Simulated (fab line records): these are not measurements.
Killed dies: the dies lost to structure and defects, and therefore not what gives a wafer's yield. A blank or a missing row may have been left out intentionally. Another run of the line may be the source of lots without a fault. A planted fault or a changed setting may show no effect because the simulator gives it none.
fab line records	flow sky130
[record] lots = 13	wafers = 39	lastDay = 50
route steps=708 shown FIELD_ISO@1 VT_ADJUST_HVTP@91 LOCAL_INTERCONNECT@387 CONTACT@430
lots untouched by any fault: they come from a run of this same line in which no faults occurred
startH: start of the lot's first displayed wafer, in hours after the record's first day	waitH: hours elapsed since this lot's preceding step	" repeats the value in the row above	L1.1+2: one row covering several wafers at once	- no value present, or no start provided	* or withheld: withheld	< > ~ a bound
route shown NAME@n: NAME is a module with steps in the file, n the number in the route of the first one	usual: mean and standard deviation over wafers with no fault	same: alike in all rows	chamber/n: place in a boat	sites: per-site readings	_std_site: standard deviation of those values	_edge_site: the outer-site mean with the inner-site mean subtracted	radiusMm: for every site, how far away it sits from the centre of the wafer	mask NAME#n: copy n	behind: tool/chamber where the wafer was last shaped	hold: cause of the lot's hold/its duration in hours/its outcome	device: names the non-switching transistor (n, p or np)	end of line: tests run on the same wafers once the route is complete	where a step has no rows: the recipe by itself	killed: not the wafer's yield, but the dies lost to structure and defects at the first sort	map: the dies of a wafer, with x for killed, . for not killed, _ for no die there
set.NAME: the run value of the setting; set.NAME@STEP: its run value at that earlier step	model.NAME: the simulator's own value behind a step, which no gauge read
the route's steps for a sample of lots (tables are steps, rows are wafers)
services: when a tool's chamber went out of use (startH, in hours from the record's first day, below 0 if earlier), for how many hours, and the reason
[[steps]]
[step SKY_FIELD_ISO_BOW_MEAS_00]
[recipe] mode = bow
[usual] INCOMING_BOW = 0/6.5
lot.wafer	tool	chamber	startH	waitH	INCOMING_BOW[um]
L393.1	filmMetro-03	-	15.00	-	-8
L393.4	"	-	"	"	-12
L393.5	"	-	"	"	-2
L394.1	filmMetro-01	-	20.02	-	-17
L394.2	"	-	"	"	5
L394.5	"	-	"	"	-4
L395.2	filmMetro-03	-	25.02	-	7
L395.3	"	-	"	"	-4
L395.5	"	-	"	"	-3
L396.1	filmMetro-01	-	30.00	-	1
L396.2	"	-	"	"	2
L396.5	"	-	"	"	-10
L397.2	filmMetro-01	-	35.02	-	4
L397.3	"	-	"	"	0
L397.5	"	-	"	"	-10
L404.3	filmMetro-03	-	70.04	-	7
L404.4	"	-	"	"	-9
L404.6	"	-	"	"	7
L405.2	filmMetro-01	-	75.02	-	9
L405.4	"	-	"	"	-8
L405.6	"	-	"	"	-1
L406.1	filmMetro-04	-	80.00	-	3
L406.2	"	-	"	"	-5
L406.6	"	-	"	"	-2
L408.1	filmMetro-04	-	90.00	-	-3
L408.2	"	-	"	"	-5
L408.5	"	-	"	"	-4
L409.2	filmMetro-01	-	95.02	-	8
L409.3	"	-	"	"	-1
L409.6	"	-	"	"	-2
L412.1	filmMetro-01	-	110.00	-	2
L412.2	"	-	"	"	-3
L412.5	"	-	"	"	-8
L414.1	filmMetro-04	-	120.00	-	6
L414.3	"	-	"	"	-3
L414.4	"	-	"	"	-2
L415.2	filmMetro-01	-	125.02	-	-3
L415.5	"	-	"	"	0
L415.6	"	-	"	"	5
[step SKY_VT_ADJUST_HVTP_DEVELOP_06]
[recipe] resist = NOVOLAK	developer = TMAH	developTimeS = 60	devTempC = 23
[usual] developerTempC = 22.96/0.11
lot.wafer	tool	chamber	startH	waitH	developerTempC
L393.1	lithoTrack-04	0	125.99	0.1	22.86
L393.4	"	0	"	"	22.90
L393.5	"	0	"	"	22.96
L394.1	lithoTrack-04	0	131.59	0.1	22.79
L394.2	"	0	"	"	22.75
L394.5	"	0	"	"	22.90
L395.2	lithoTrack-01	0	139.38	0.1	23.06
L395.3	"	0	"	"	22.96
L395.5	"	0	"	"	22.91
L396.1	lithoTrack-04	0	147.79	0.1	22.90
L396.2	"	0	"	"	22.71
L396.5	"	0	"	"	22.87
L397.2	lithoTrack-01	0	150.93	0.1	23.06
L397.3	"	0	"	"	23.29
L397.5	"	0	"	"	23.08
L404.3	lithoTrack-04	0	199.59	0.1	25.09
L404.4	"	0	"	"	25.21
L404.6	"	0	"	"	25.20
L405.2	lithoTrack-04	0	208.71	0.1	25.34
L405.4	"	0	"	"	25.30
L405.6	"	0	"	"	25.22
L406.1	lithoTrack-02	0	224.63	0.1	22.89
L406.2	"	0	"	"	22.90
L406.6	"	0	"	"	22.81
L408.1	lithoTrack-01	0	224.90	0.1	22.92
L408.2	"	0	"	"	22.90
L408.5	"	0	"	"	22.98
L409.2	lithoTrack-01	0	244.48	0.1	22.99
L409.3	"	0	"	"	23.19
L409.6	"	0	"	"	22.88
L412.1	lithoTrack-02	0	253.93	0.1	22.91
L412.2	"	0	"	"	22.92
L412.5	"	0	"	"	23.03
L414.1	lithoTrack-01	0	260.70	0.1	22.97
L414.3	"	0	"	"	22.91
L414.4	"	0	"	"	22.93
L415.2	lithoTrack-02	0	267.65	0.1	22.78
L415.5	"	0	"	"	22.91
L415.6	"	0	"	"	22.96
[step SKY_VT_ADJUST_HVTP_CD_MEAS_07]
[recipe] targetCdNm = 380
[usual] cdNm = 379.0/1.8
lot.wafer	tool	chamber	startH	waitH	cdNm
L393.1	cdSem-01	-	126.14	0.1	380.1
L393.4	"	-	"	"	378.9
L393.5	"	-	"	"	380.9
L394.1	cdSem-01	-	131.74	0.1	377.7
L394.2	"	-	"	"	377.1
L394.5	"	-	"	"	376.1
L395.2	cdSem-02	-	139.53	0.1	379.5
L395.3	"	-	"	"	380.2
L395.5	"	-	"	"	378.9
L396.1	cdSem-01	-	147.94	0.1	376.2
L396.2	"	-	"	"	379.0
L396.5	"	-	"	"	377.3
L397.2	cdSem-02	-	151.08	0.1	380.4
L397.3	"	-	"	"	379.5
L397.5	"	-	"	"	379.1
L404.3	cdSem-01	-	199.73	0.1	371.1
L404.4	"	-	"	"	371.2
L404.6	"	-	"	"	371.7
L405.2	cdSem-02	-	208.86	0.1	371.8
L405.4	"	-	"	"	370.6
L405.6	"	-	"	"	369.2
L406.1	cdSem-01	-	224.78	0.1	378.4
L406.2	"	-	"	"	378.7
L406.6	"	-	"	"	381.7
L408.1	cdSem-01	-	225.05	0.1	381.2
L408.2	"	-	"	"	379.0
L408.5	"	-	"	"	379.0
L409.2	cdSem-01	-	244.62	0.1	382.5
L409.3	"	-	"	"	378.9
L409.6	"	-	"	"	379.6
L412.1	cdSem-01	-	254.08	0.1	383.3
L412.2	"	-	"	"	382.2
L412.5	"	-	"	"	380.0
L414.1	cdSem-02	-	260.85	0.1	381.4
L414.3	"	-	"	"	378.6
L414.4	"	-	"	"	380.8
L415.2	cdSem-01	-	267.80	0.1	375.9
L415.5	"	-	"	"	377.0
L415.6	"	-	"	"	377.0
[step SKY_LOCAL_INTERCONNECT_SPUTTER_00]
[recipe] material = TiN	targetThkNm = 100	tempC = 300	powerW = 6500	timeS = 83.3	chamberPressurePa = 0.4
[usual] throttleValvePct = 30.3/1.3
lot.wafer	tool	chamber	startH	waitH	throttleValvePct
L393.1	pvdSputter-03	-	683.56	0.2	30.6
L393.4	"	-	"	"	29.6
L393.5	"	-	"	"	30.9
L394.1	pvdSputter-04	-	693.85	0.1	30.8
L394.2	"	-	"	"	32.2
L394.5	"	-	"	"	32.4
L395.2	pvdSputter-04	-	698.43	0.1	32.1
L395.3	"	-	"	"	30.6
L395.5	"	-	"	"	32.4
L396.1	pvdSputter-03	-	717.86	0.2	30.0
L396.2	"	-	"	"	32.1
L396.5	"	-	"	"	30.7
L397.2	pvdSputter-01	-	720.23	0.1	28.9
L397.3	"	-	"	"	30.1
L397.5	"	-	"	"	29.1
L404.3	pvdSputter-04	-	777.16	0.2	32.3
L404.4	"	-	"	"	31.1
L404.6	"	-	"	"	30.9
L405.2	pvdSputter-03	-	786.16	0.2	32.4
L405.4	"	-	"	"	28.4
L405.6	"	-	"	"	30.8
L406.1	pvdSputter-01	-	804.07	0.2	28.5
L406.2	"	-	"	"	30.0
L406.6	"	-	"	"	28.6
L408.1	pvdSputter-03	-	808.82	0.2	30.8
L408.2	"	-	"	"	28.3
L408.5	"	-	"	"	28.3
L409.2	pvdSputter-03	-	830.07	0.1	28.6
L409.3	"	-	"	"	32.4
L409.6	"	-	"	"	28.6
L412.1	pvdSputter-01	-	839.21	0.1	30.3
L412.2	"	-	"	"	28.5
L412.5	"	-	"	"	29.9
L414.1	pvdSputter-01	-	849.59	0.1	29.1
L414.3	"	-	"	"	30.4
L414.4	"	-	"	"	28.9
L415.2	pvdSputter-03	-	854.98	0.2	29.8
L415.5	"	-	"	"	29.5
L415.6	"	-	"	"	32.5
[step SKY_CONTACT_CVD_24]
[recipe] material = W	targetThkNm = 340	timeS = 102.12	tempC = 400	pressureTorr = 40
[usual] heaterPowerOuterW = 560/24	heaterPowerW = 904/37
lot.wafer	tool	chamber	startH	waitH	heaterPowerOuterW	heaterPowerW
L393.1	cvdW-02	1	741.32	0.0	577	862
L393.4	"	1	"	"	565	850
L393.5	"	1	"	"	574	885
L394.1	cvdW-02	0	752.57	0.0	548	949
L394.2	"	1	"	"	571	871
L394.5	"	0	"	"	538	941
L395.2	cvdW-01	0	756.60	0.0	587	920
L395.3	"	1	"	"	520	882
L395.5	"	0	"	"	583	930
L396.1	cvdW-01	1	775.92	0.0	537	857
L396.2	"	0	"	"	585	932
L396.5	"	0	"	"	584	925
L397.2	cvdW-01	0	777.54	0.0	588	928
L397.3	"	1	"	"	539	865
L397.5	"	1	"	"	545	854
L404.3	cvdW-01	1	832.26	0.1	543	861
L404.4	"	0	"	"	579	930
L404.6	"	1	"	"	528	866
L405.2	cvdW-01	0	842.77	0.1	583	924
L405.4	"	0	"	"	581	918
L405.6	"	0	"	"	598	917
L406.1	cvdW-01	1	858.48	0.0	517	868
L406.2	"	0	"	"	583	911
L406.6	"	1	"	"	538	886
L408.1	cvdW-01	0	864.31	0.0	573	916
L408.2	"	1	"	"	539	874
L408.5	"	0	"	"	583	947
L409.2	cvdW-02	0	884.12	0.0	554	964
L409.3	"	0	"	"	557	945
L409.6	"	0	"	"	549	945
L412.1	cvdW-02	0	893.89	0.0	558	955
L412.2	"	1	"	"	586	879
L412.5	"	1	"	"	582	857
L414.1	cvdW-02	1	904.57	0.1	575	903
L414.3	"	1	"	"	574	889
L414.4	"	0	"	"	547	955
L415.2	cvdW-02	1	910.05	0.0	579	882
L415.5	"	0	"	"	565	948
L415.6	"	1	"	"	577	878
[[services]]
tool	chamber	startH	hours	kind
cvdW-01	-	188.29	2.8	pm
cvdW-01	-	248.89	0.5	repair
cvdW-01	1	252.43	11.4	repair
cvdW-01	0	263.71	5.8	repair
pvdSputter-03	-	295.42	8.5	repair
cvdW-02	-	304.60	0.9	repair
cvdW-02	-	314.90	0.6	repair
cvdW-02	-	390.00	14.0	pm
cvdW-01	1	398.87	1.3	repair
cvdW-02	-	509.61	0.4	repair
cvdW-01	-	525.13	1.5	repair
cvdW-02	-	535.97	0.6	repair
cvdW-01	-	540.25	11.8	repair
cvdW-01	1	626.02	14.6	repair
cvdW-01	-	656.52	0.2	repair
cvdW-02	-	674.84	6.9	pm
cvdW-02	-	681.74	2.8	pm
cvdW-01	-	722.54	6.9	pm
cvdW-02	-	746.05	0.5	repair
pvdSputter-03	-	769.92	4.7	repair
cvdW-01	1	837.48	6.4	repair
cvdW-01	0	890.54	3.4	repair
pvdSputter-03	-	901.97	4.1	repair
cvdW-01	-	904.00	14.0	pm
[[key]]
[firstSign] step = SKY_VT_ADJUST_HVTP_DEVELOP_06	reading = developerTempC	direction = up	sigmas = 20	usual = *	struck = *
[effect] step = SKY_VT_ADJUST_HVTP_CD_MEAS_07	reading = cdNm	direction = down	sigmas = 4.6	usual = 379.0	struck = 370.9
metAt SKY_VT_ADJUST_HVTP_DEVELOP_06
struckLots L404,L405
testerLeftOut L404,L405
notActingAt SKY_FIELD_ISO_BOW_MEAS_00,SKY_LOCAL_INTERCONNECT_SPUTTER_00,SKY_CONTACT_CVD_24
onsetBetween 147.79 199.59
[fault] kind = processParameterDrift	tool = lithoTrack-04	chamber = -	onsetH = 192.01	steps = SKY_VT_ADJUST_HVTP_DEVELOP_06	channel = devTempC	offset = *	shape = step	endH = 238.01	actsIn = *	stated = *
// testerLeftOut: of these lots the tester's yield and bins aren't shown, on N5 and GAA mostly nor the transistor test; their killed dies are dies lost to structure and defects alone, not to doping, threshold or leakage, so they don't give the yield
